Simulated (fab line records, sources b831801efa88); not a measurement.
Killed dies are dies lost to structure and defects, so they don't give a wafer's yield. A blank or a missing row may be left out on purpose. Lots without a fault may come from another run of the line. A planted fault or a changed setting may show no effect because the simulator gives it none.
Split-lot experiment | flow sfq_line | 5 lots, 23 wafers read, on a route of 325 steps

THE SPLIT
At SFQ_TRILAYER_M0_DEP_SPUTTER_019 (material Nb, target thk 200 nm, time 133.3 s), the setting time_s was moved away from the recipe's 133.3 s on 11 of the 23 wafers read, by -12.8% to +13.3%. The other wafers ran this setting at the recipe's value.

FROM THE SPLIT TO THE READING: what the file shows between them, 3 steps
- SFQ_M0_RS_MEAS_904: measures by four-point-probe
- SFQ_TRILAYER_M0_LITHO_COAT_026: resist thk 62 nm (also split here: spin_rpm)
- SFQ_TRILAYER_M0_BARC_OPEN_METAL_ETCH_031: etches BARC in O2, target depth 125 nm, time 41.7 s (also split here: icp_w)

THE READING
oes_product_au, in a.u., at SFQ_TRILAYER_M0_ETCH_METAL_ETCH_024 (etches Nb in Cl2/Ar, stops on SiO2, target depth 240 nm, time 120 s). Fault-free wafers of this fab line usually give 0.892 a.u., standard deviation 0.0055 a.u..

wafer  | tool, chamber at the split | time_s as run, s | against the recipe | oes_product_au, a.u. | against lot-mates on the recipe
L077.1 | pvd_sputter-03, -          | 133.3            | recipe             | 0.888                | -
L077.2 | pvd_sputter-03, -          | 133.3            | recipe             | 0.901                | -
L077.3 | pvd_sputter-03, -          | 151              | +13.3%             | 0.962                | +0.068
L077.4 | pvd_sputter-03, -          | 151              | +13.3%             | 0.965                | +0.071
L077.5 | pvd_sputter-03, -          | 133.3            | recipe             | 0.893                | -
L078.1 | pvd_sputter-03, -          | 133.3            | recipe             | 0.888                | -
L078.2 | pvd_sputter-03, -          | 121.5            | -8.9%              | 0.838                | -0.056
L078.3 | pvd_sputter-03, -          | 133.3            | recipe             | 0.900                | -
L078.4 | pvd_sputter-03, -          | 121.5            | -8.9%              | 0.846                | -0.048
L078.6 | pvd_sputter-03, -          | 121.5            | -8.9%              | 0.844                | -0.050
L079.1 | pvd_sputter-06, -          | 133.3            | recipe             | 0.890                | -
L079.2 | pvd_sputter-06, -          | 124.2            | -6.8%              | 0.854                | -0.035
L079.3 | pvd_sputter-06, -          | 124.2            | -6.8%              | 0.858                | -0.031
L079.4 | pvd_sputter-06, -          | 124.2            | -6.8%              | 0.855                | -0.034
L079.6 | pvd_sputter-06, -          | 133.3            | recipe             | 0.888                | -
L081.1 | pvd_sputter-05, -          | 116.3            | -12.8%             | 0.816                | -0.076
L081.2 | pvd_sputter-05, -          | 116.3            | -12.8%             | 0.827                | -0.065
L081.4 | pvd_sputter-05, -          | 133.3            | recipe             | 0.887                | -
L081.5 | pvd_sputter-05, -          | 116.3            | -12.8%             | 0.826                | -0.066
L081.6 | pvd_sputter-05, -          | 133.3            | recipe             | 0.897                | -
L085.3 | pvd_sputter-03, -          | 133.3            | recipe             | 0.895                | -
L085.4 | pvd_sputter-03, -          | 133.3            | recipe             | 0.895                | -
L085.6 | pvd_sputter-03, -          | 133.3            | recipe             | 0.897                | -

THE FIT
A straight line over all 23 wafers: oes_product_au changes by +0.00545 a.u. for each +1% of time_s; r = +0.99; the points scatter about the line by 0.0044 a.u..
The same after taking each lot's own level away (the mean of its wafers on the recipe; 23 wafers): +0.00536 a.u. for each +1%; r = +0.99; scatter 0.0045 a.u..
On that fit, the largest move of time_s shifts the reading by 0.071 a.u..
The lots' own levels span 0.8890 to 0.8957 a.u., that is 1.2 times the standard deviation above.
So the lot-to-lot level changes the slope little: the two slopes agree.
Check: with one of the wafers moved furthest among these (+13.3%) left out of the fit, the line predicts +0.0719 a.u. for it against its lot-mates. It came out at +0.068 a.u. against them.

OTHER SPLITS ON THESE WAFERS
These wafers also went through other splits before the reading. Each is held against what the fit with the lots' levels taken away leaves over:
other split on the same wafers                 | wafers away from the commonest value | r with oes_product_au (lot level and that fit taken away)
SFQ_TRILAYER_INCOMING_OXIDATION_002 ox_time_s  | 18                                   | -0.09
SFQ_TRILAYER_L0_LITHO_COAT_005 resist_thk_nm   | 8                                    | -0.07
SFQ_TRILAYER_L0_VIA_LITHO_EXPOSE_014 dose_mj   | 10                                   | +0.30
SFQ_TRILAYER_M0_LITHO_COAT_026 spin_rpm        | 5                                    | +0.55
SFQ_TRILAYER_M0_BARC_OPEN_METAL_ETCH_031 icp_w | 10                                   | +0.17

THE WHOLE CHAIN: every reading that the file lists as answering this split, in the file's order
step                                | what it does                                                        | reading                                                                                   | change (the file's fit)                   | r (the file's)
SFQ_TRILAYER_M0_DEP_SPUTTER_019     | material Nb, target thk 200 nm, time 133.3 s                        | Nb_of_TRILAYER_M0_DEP_SPUTTER_019.thk_nm (the simulator's own value, which no gauge read) | +2.04 nm for each +1% of the setting      | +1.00
SFQ_M0_RS_MEAS_904                  | measures by four-point-probe                                        | M0_NB_RS                                                                                  | -0.00951 for each +1% of the setting      | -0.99
SFQ_TRILAYER_M0_ETCH_METAL_ETCH_024 | etches Nb in Cl2/Ar, stops on SiO2, target depth 240 nm, time 120 s | oes_product_au                                                                            | +0.00537 a.u. for each +1% of the setting | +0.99

THE FILE'S OWN FIT
oes_product_au changes by +0.00537 a.u. for each +1% of time_s, r = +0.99.
